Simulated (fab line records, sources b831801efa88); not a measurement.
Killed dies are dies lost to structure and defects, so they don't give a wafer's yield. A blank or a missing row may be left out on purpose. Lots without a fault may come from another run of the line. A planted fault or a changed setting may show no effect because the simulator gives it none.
Which tool did it? | flow sky130 | 6 lots, 17 wafers sampled, at 3 steps of a route of 708

WHAT THE GAUGES READ, wafer by wafer
SKY_CONTACT_CD_MEAS_14: target cd 170 nm.
lot  | measured     | on        | cd_nm (nm)
L802 | day 32 04:50 | cd_sem-02 | 171.2 170.7 171.3
L804 | day 33 00:00 | cd_sem-01 | 168.9 170.2 170.1
L808 | day 33 22:46 | cd_sem-02 | 169.4 170.5 168.7
L810 | day 34 21:38 | cd_sem-02 | 168.9 169.4 169.7
L812 | day 36 01:58 | cd_sem-02 | 169.9 169.8
L820 | day 38 03:15 | cd_sem-01 | 168.8 168.4 168.2

WHICH TOOL RAN EACH LOT (tool, then ch and the chambers of the sampled wafers, then the start)
lot  | SKY_SD_N_STRIP_11                    | SKY_CONTACT_DEVELOP_13
L802 | plasma_asher-03 ch 0,1, day 28 14:17 | litho_track-01 ch 0, day 32 04:00
L804 | plasma_asher-04 ch 0,1, day 29 08:53 | litho_track-03 ch 0, day 32 23:00
L808 | plasma_asher-04 ch 0,1, day 30 09:14 | litho_track-03 ch 0, day 33 22:00
L810 | plasma_asher-04 ch 0,1, day 31 09:34 | litho_track-01 ch 0, day 34 21:00
L812 | plasma_asher-03 ch 0, day 32 16:17   | litho_track-03 ch 0, day 36 01:00
L820 | plasma_asher-03 ch 0,1, day 34 16:34 | litho_track-02 ch 0, day 38 03:00
- SKY_SD_N_STRIP_11: strips in O2/N2.
- SKY_CONTACT_DEVELOP_13: develop time 60 s.

THE ANSWER, worked out from the rows above alone
Rule: what is usual is taken from the lots themselves. Put in order of their means at a reading, lots are off if they are a third of the lots or fewer, leave a main group of 4 or more, and stand apart from it by a gap of 3 or more times the standard deviation of the main group's means; of several such gaps the widest counts. A main group whose means are all the same, to the digits that the tables above print for the reading, isn't used. A lot without any number at a reading at which 4 lots or more have one is off too. The other lots that the step has rows for count as sound.
No lot is off at any reading shown: from this, nothing can be told.

WHAT THE SIMULATOR HAD PUT IN
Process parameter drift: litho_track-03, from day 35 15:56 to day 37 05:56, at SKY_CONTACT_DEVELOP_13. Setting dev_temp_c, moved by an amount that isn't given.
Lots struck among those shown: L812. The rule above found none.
